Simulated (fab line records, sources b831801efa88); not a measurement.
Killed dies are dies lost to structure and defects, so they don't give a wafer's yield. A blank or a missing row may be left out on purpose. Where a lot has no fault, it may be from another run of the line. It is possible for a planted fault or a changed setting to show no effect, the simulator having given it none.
Matching of chambers :: flow sfq-line :: SFQ_TRILAYER_I6_CMP_CMP_166 on cmp-01 has 4 sister chambers
The step polishes SiO2. 4 wafers are shown with their chamber, then 8 later ones without.

== WAFERS, EACH WITH ITS CHAMBER ==
wafer: L104.3
chamber: 0
motor-current-A (A): 11.9

wafer: L109.2
chamber: 3
motor-current-A (A): 9.7

wafer: L109.6
chamber: 2
motor-current-A (A): 8.4

wafer: L110.3
chamber: 1
motor-current-A (A): 9.5

== WAFERS WITHOUT THEIR CHAMBER ==
wafer: L110.4
motor-current-A (A): 8.4

wafer: L110.6
motor-current-A (A): 9.2

wafer: L112.1
motor-current-A (A): 8.4

wafer: L112.5
motor-current-A (A): 8.2

wafer: L112.6
motor-current-A (A): 9.8

wafer: L114.3
motor-current-A (A): 9.3

wafer: L114.2
motor-current-A (A): 11.7

wafer: L114.5
motor-current-A (A): 8.5

== CHAMBER TAKEN BY EACH ==
wafer: L110.4
from the rows above: 2
in truth: 2

wafer: L110.6
from the rows above: can't be placed: 1 or 3
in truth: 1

wafer: L112.1
from the rows above: 2
in truth: 2

wafer: L112.5
from the rows above: 2
in truth: 2

wafer: L112.6
from the rows above: can't be placed: 3 or 1
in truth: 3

wafer: L114.3
from the rows above: can't be placed: 1 or 3
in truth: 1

wafer: L114.2
from the rows above: 0
in truth: 0

wafer: L114.5
from the rows above: 2
in truth: 2
Placed correctly: 5 of 8. Not placeable from these rows: 3 (in 3, the candidates include the true chamber). Wrongly placed: 0.
How it was worked out, from the rows above alone: a wafer's distance from a chamber is the root of the sum, over the readings, of the square of ((its reading less the chamber's mean) divided by the reading's scatter). If the next closest chamber is less than 2 further off than the closest, the wafer can't be placed; otherwise it belongs to the closest. For every chamber, the mean is computed from those of its wafers that are shown. The scatter (one wafer shown for each chamber): square how far every hidden wafer sits from the nearest shown wafer, average those squares and take the square root.
